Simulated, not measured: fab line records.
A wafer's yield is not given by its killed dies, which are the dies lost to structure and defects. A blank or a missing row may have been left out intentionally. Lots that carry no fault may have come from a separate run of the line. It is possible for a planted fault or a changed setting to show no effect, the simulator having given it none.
A lot that was struck, set against a sound lot ; flow sky130 ; 17 steps out of a route of 708
Sound: the wafers L856.2, L856.3, L856.6. The struck wafers were L864.1, L864.2, L864.5. Last of all comes the cause.
For every step that has rows: the tool of each side, followed by ch and its chambers, followed by its first start. Under that, the readings that differ: sound wafers ; struck wafers ; difference of the means ; sigmas: that difference in standard deviations of wafers without a fault.
alike: same words and numbers on both sides, and readings whose means sit less than 2 such deviations apart. not compared: any withheld reading, any reading some wafer has no value for, any bound like >300 that may hide the same value, and any number with overlapping values for which the record gives no deviation.
The two part at a step that has a row with sigmas, a row that says differs or no value, or rows on one side only. Numbers that don't overlap but have no deviation are shown without sigmas and don't part them. A reading missing from all wafers of one side parts the sides only when that side holds two or more wafers.

SKY_LDD_HVN_OVL_MEAS_07:
  sound on overlay-02, day 24 05:17; struck on overlay-02, day 25 14:38
  alike: LDD_HVN_OVL
then, 1 step without rows for these wafers: SKY_LDD_HVN_IMPLANT_08.
SKY_LDD_HVN_STRIP_09: strips in O2/N2.
  sound on plasma-asher-03 ch 0,1, day 24 05:28; struck on plasma-asher-02 ch 0,1, day 25 14:49
  alike: drypump-motor-current-A, oes-product-au, strip-time-to-endpoint-s
  not compared: rf-hours-counter-h
SKY_LDD_HVN_TW_MEAS_10:
  sound on film-metro-02, day 24 05:35; struck on film-metro-01, day 25 14:55
  alike: LDD_HVN_TW
then, 7 steps without rows for these wafers: SKY_LDD_HVP_DEHYDRATE_00 (time 60 s); SKY_LDD_HVP_HMDS_01 (prime time 60 s); SKY_LDD_HVP_COAT_02 (resist thk 300 nm); SKY_LDD_HVP_SOFTBAKE_03 (time 60 s); SKY_LDD_HVP_EXPOSE_04 (exposes mask HVPTM, target cd 700 nm); SKY_LDD_HVP_PEB_05; SKY_LDD_HVP_DEVELOP_06 (develop time 60 s).
SKY_LDD_HVP_OVL_MEAS_07:
  sound on overlay-01, day 25 10:35; struck on overlay-01, day 26 19:44
  alike: LDD_HVP_OVL
SKY_LDD_HVP_IMPLANT_08:
  sound on implanter-02 ch 0, day 25 10:38; struck on implanter-01 ch 0, day 26 19:46
reading;sound;struck;difference;sigmas
beam-on-s (s);10.14 10.23 10.07;10.78 11.31 10.54;+0.73;+3
end-station-pressure-torr (Torr);5.3e-06 4.91e-06 5.05e-06;5.897e-05 6.341e-05 6.092e-05;+5.601e-05;+99 or more
faraday-current-uA;96.6 95.9 97.0;87.8 83.5 89.5;-9.6;-5
SKY_LDD_HVP_STRIP_09: strips in O2/N2.
  sound on plasma-asher-04 ch 0,1, day 25 10:46; struck on plasma-asher-03 ch 0,1, day 26 19:55
  alike: drypump-motor-current-A, oes-product-au, strip-time-to-endpoint-s
  not compared: rf-hours-counter-h
SKY_LDD_HVP_TW_MEAS_10:
  sound on film-metro-04, day 25 10:53; struck on film-metro-01, day 26 20:01
reading;sound;struck;difference;sigmas
LDD_HVP_TW;455 454 455;470 472 471;+16;+3
then, 1 step without rows for these wafers: SKY_LDD_LDN_DEHYDRATE_00 (time 60 s).
-- record jumps: 22 days separate the struck wafers' starts on either side; left off in module LDD_LDN, taken up again in module PAD_OPEN, whose first shown step is the route's number 708 --
SKY_PAD_OPEN_PROBE_99:
  sound on prober-01, day 48 09:46; struck on prober-02, day 49 07:34
reading;sound;struck;difference;sigmas
model.etest.tip_p_5v.rs-ohm-sq;2807 2797 2819;2651 2652 2633;-162;
  alike: killed_at_M0_to_M3, killed_at_M4_up, killed-at-contacts, killed-at-front-end, killed-at-other, killed-dies, killed-open, killed-short

## WHERE THEY PART
Last at SKY_LDD_HVP_TW_MEAS_10 as far as this record goes, first at SKY_LDD_HVP_IMPLANT_08. Later steps at which nothing parts them and some readings are alike: SKY_PAD_OPEN_PROBE_99.

WHY: what had been put in by the simulator
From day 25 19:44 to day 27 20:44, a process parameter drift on implanter-01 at SKY_LDD_HVP_IMPLANT_08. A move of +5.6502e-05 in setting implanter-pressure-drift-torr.
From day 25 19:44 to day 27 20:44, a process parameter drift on implanter-01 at SKY_LDD_HVP_IMPLANT_08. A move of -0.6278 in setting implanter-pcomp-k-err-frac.
